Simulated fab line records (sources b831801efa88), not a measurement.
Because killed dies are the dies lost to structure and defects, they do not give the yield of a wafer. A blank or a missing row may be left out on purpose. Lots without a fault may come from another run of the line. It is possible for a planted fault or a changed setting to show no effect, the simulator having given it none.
Which tool did it? + flow sky130 + 18 wafers from 6 lots sampled at 3 of the route's 708 steps

== WHAT EACH GAUGE READ, for each wafer ==
SKY_LDD_P_TW_MEAS_11.
| lot  | measured     | on            | LDD_P_TW    |
|------|--------------|---------------|-------------|
| L606 | day 21 04:20 | film_metro-03 | 626 631 628 |
| L608 | day 21 21:52 | film_metro-03 | 627 628 631 |
| L611 | day 22 19:42 | film_metro-01 | 622 623 622 |
| L614 | day 23 15:40 | film_metro-04 | 649 650 650 |
| L616 | day 24 08:06 | film_metro-01 | 631 627 631 |
| L623 | day 26 19:38 | film_metro-01 | 29 29 30    |

== TOOL THAT RAN EACH LOT (tool first, then ch and the chambers of the sampled wafers, then the start) ==
| lot  | SKY_RES_PROTECT_STRIP_07             | SKY_LDD_P_DEVELOP_06              |
|------|--------------------------------------|-----------------------------------|
| L606 | plasma_asher-01 ch 1, day 16 22:28   | litho_track-03 ch 0, day 21 03:47 |
| L608 | plasma_asher-02 ch 1, day 17 20:44   | litho_track-02 ch 0, day 21 21:19 |
| L611 | plasma_asher-01 ch 0,1, day 18 17:59 | litho_track-04 ch 0, day 22 19:08 |
| L614 | plasma_asher-01 ch 0,1, day 19 15:46 | litho_track-04 ch 0, day 23 15:07 |
| L616 | plasma_asher-01 ch 0,1, day 20 06:46 | litho_track-04 ch 0, day 24 07:32 |
| L623 | plasma_asher-03 ch 0,1, day 22 21:35 | litho_track-02 ch 0, day 26 19:02 |
- SKY_RES_PROTECT_STRIP_07: strips in O2/N2.
- SKY_LDD_P_DEVELOP_06: develop time 60 s.

== THE ANSWER, worked out from the rows above alone ==
Rule: usual is defined by the lots themselves. The widest of any qualifying gaps counts: lots, ordered by their means at a reading, are off when they make up no more than a third of the lots, leave a main group of 4 or more, and stand apart from it by 3 or more times the standard deviation of that group's means. A main group whose means are all the same, to the digits that the tables above print for the reading, isn't used. Also off: a lot with no number at a reading for which 4 or more lots have one. All remaining lots with rows at the step are treated as sound.
Off: at SKY_LDD_P_TW_MEAS_11 (LDD_P_TW), L623. Main group: mean 632, sd 9.3.
A tool fits if, at a process step before that reading, it ran every lot that is off, and no sound lot after the first of them. Those tools and the gauges at SKY_LDD_P_TW_MEAS_11 are tried in the same way. Can't be told from this: 3 tools fit, plasma_asher-03 at SKY_RES_PROTECT_STRIP_07, litho_track-02 at SKY_LDD_P_DEVELOP_06, film_metro-01 at SKY_LDD_P_TW_MEAS_11.

== WHAT WAS PUT IN BY THE SIMULATOR ==
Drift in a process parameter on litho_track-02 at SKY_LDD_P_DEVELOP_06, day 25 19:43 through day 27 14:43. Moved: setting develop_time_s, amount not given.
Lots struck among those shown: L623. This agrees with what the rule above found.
